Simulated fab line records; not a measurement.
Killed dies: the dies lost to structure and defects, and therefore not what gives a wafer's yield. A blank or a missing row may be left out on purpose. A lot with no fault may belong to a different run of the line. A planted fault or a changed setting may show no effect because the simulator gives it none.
Which of the tools did it? ; flow gf180mcu ; Sampling: 12 lots, 35 wafers, 4 of 602 route steps

## WHAT THE GAUGES READ, wafer by wafer
GF_MVSD_TW_MEAS_11. Usual: for MVSD_TW the level is 1568 and the standard deviation is 13.
lot;measured;on;MVSD_TW;flag
L174;day 4 14:35;filmMetro-04;1559 1568 1566;
L176;day 5 04:38;filmMetro-04;1562 1556 1559;
L177;day 5 09:34;filmMetro-03;1570 1576 1577;
L178;day 5 13:56;filmMetro-02;1694 1702;OFF
L181;day 6 10:35;filmMetro-02;1692 1592 1693;OFF
L188;day 8 01:29;filmMetro-03;1561 1555 1561;
L190;day 8 13:31;filmMetro-02;1585 1582 1582;
L191;day 8 20:03;filmMetro-04;1549 1558 1568;
L193;day 9 06:38;filmMetro-04;1556 1569 1569;
L194;day 9 12:10;filmMetro-03;1561 1578 1568;
L195;day 9 18:22;filmMetro-04;1564 1574 1565;
L196;day 10 01:14;filmMetro-04;1558 1557 1562;

GF_VT_IMPLANT_OVL_MEAS_07. Usual: for VT_IMPLANT_OVL the level is -0.8 nm and the standard deviation is 1.2.
lot;measured;on;VT_IMPLANT_OVL (nm);flag
L174;day 5 19:04;overlay-02;-0.8 -2.2 -2.7;
L176;day 6 09:45;overlay-01;0.2 -0.3 1.3;
L177;day 6 14:20;overlay-02;-1.7 -3.6 -3.1;
L178;day 6 20:50;overlay-01;-1.3 -0.4;
L181;day 7 17:46;overlay-02;-2.5 -3.9 -2.8;
L188;day 9 10:27;overlay-02;-1.1 -0.2 -0.3;
L190;day 10 00:28;overlay-02;-0.8 0.3 -1.0;
L191;day 10 06:21;overlay-01;-0.9 -0.5 -1.1;
L193;day 10 18:41;overlay-02;-0.9 0.0 0.4;
L194;day 10 23:49;overlay-02;-2.5 -0.9 -0.2;
L195;day 11 06:12;overlay-01;-2.2 -2.4 -0.6;
L196;day 11 14:01;overlay-02;0.2 -2.0 -0.5;

GF_VT_IMPLANT_RS_MEAS_46: measurement is done with a four-point probe. Usual: for MVSD_RS the level is 456.9 ohm/sq and the standard deviation is 1.2.
lot;measured;on;MVSD_RS (ohm/sq);flag
L174;day 7 17:54;filmMetro-02;456.5 454.6 455.4;
L176;day 8 09:56;filmMetro-03;456.5 456.1 457.4;
L177;day 8 15:08;filmMetro-03;457.5 456.3 456.2;
L178;day 8 22:23;filmMetro-02;405.8 407.6;OFF
L181;day 9 21:11;filmMetro-02;405.8 456.4 405.7;OFF
L188;day 11 17:18;filmMetro-02;457.3 458.1 456.6;
L190;day 12 07:34;filmMetro-04;457.8 456.7 456.4;
L191;day 12 14:15;filmMetro-03;455.9 456.7 455.8;
L193;day 13 02:21;filmMetro-04;456.6 454.3 454.9;
L194;day 13 08:37;filmMetro-04;457.1 455.8 457.3;
L195;day 13 14:35;filmMetro-02;455.6 456.3 458.1;
L196;day 13 22:46;filmMetro-03;458.4 457.4 457.9;

## TOOL THAT RAN EACH LOT (tool first, then ch and the chambers of the sampled wafers, then the start)
lot;GF_MVSD_IMPLANT_08
L174;implanter-04 ch 0, day 4 14:13
L176;implanter-04 ch 0, day 5 04:14
L177;implanter-04 ch 0, day 5 09:10
L178;implanter-04 ch 0, day 5 13:34
L181;implanter-04 ch 0, day 6 10:13
L188;implanter-02 ch 0, day 8 01:05
L190;implanter-04 ch 0, day 8 13:08
L191;implanter-04 ch 0, day 8 19:40
L193;implanter-04 ch 0, day 9 06:14
L194;implanter-04 ch 0, day 9 11:47
L195;implanter-03 ch 0, day 9 17:59
L196;implanter-03 ch 0, day 10 00:50
- GF_MVSD_IMPLANT_08

## WHAT THE TOOLS THEMSELVES READ (means of the sampled wafers that have a number; where no wafer has one, the mark that the record gives instead)
GF_MVSD_IMPLANT_08. Usual: beamOnS 10.01 s, standard deviation 0.21; faradayCurrentUA 90.2, standard deviation 1.8.
lot;tool;beamOnS (s);faradayCurrentUA;flag
L174;implanter-04;10.00;90.3;
L176;implanter-04;10.13;89.3;
L177;implanter-04;10.07;89.7;
L178;implanter-04;12.33;73.0;OFF
L181;implanter-04;11.81;77.4;OFF
L188;implanter-02;9.87;91.3;
L190;implanter-04;9.89;90.9;
L191;implanter-04;9.93;91.1;
L193;implanter-04;10.07;89.5;
L194;implanter-04;9.95;90.8;
L195;implanter-03;9.84;91.5;
L196;implanter-03;10.10;89.3;

## THE ANSWER, worked out from the rows above alone
Rule: a lot is off if the mean of its wafers that have a number lies more than 3 standard deviations from the usual mean. A lot without any number at a reading at which 4 lots or more have one is off too. Where the step has rows for the other lots, those lots are counted as sound. Order of review: gauges by route order, followed by the tools' own readings, for which a lot's mean as printed above is used. At the first step where some lot is off, the reading lying furthest off is the one used; lots without a number count as furthest.
Off: L178, L181, at GF_MVSD_TW_MEAS_11 (MVSD_TW).
A tool fits if, at a process step before that reading, it ran every lot that is off, and no sound lot after the first of them. Not tried: the gauges at GF_MVSD_TW_MEAS_11; whatever is off there is also off at GF_MVSD_IMPLANT_08, on other tools, and gauge error can't account for it. Of those tried, none fits.

## WHAT WAS PUT IN BY THE SIMULATOR
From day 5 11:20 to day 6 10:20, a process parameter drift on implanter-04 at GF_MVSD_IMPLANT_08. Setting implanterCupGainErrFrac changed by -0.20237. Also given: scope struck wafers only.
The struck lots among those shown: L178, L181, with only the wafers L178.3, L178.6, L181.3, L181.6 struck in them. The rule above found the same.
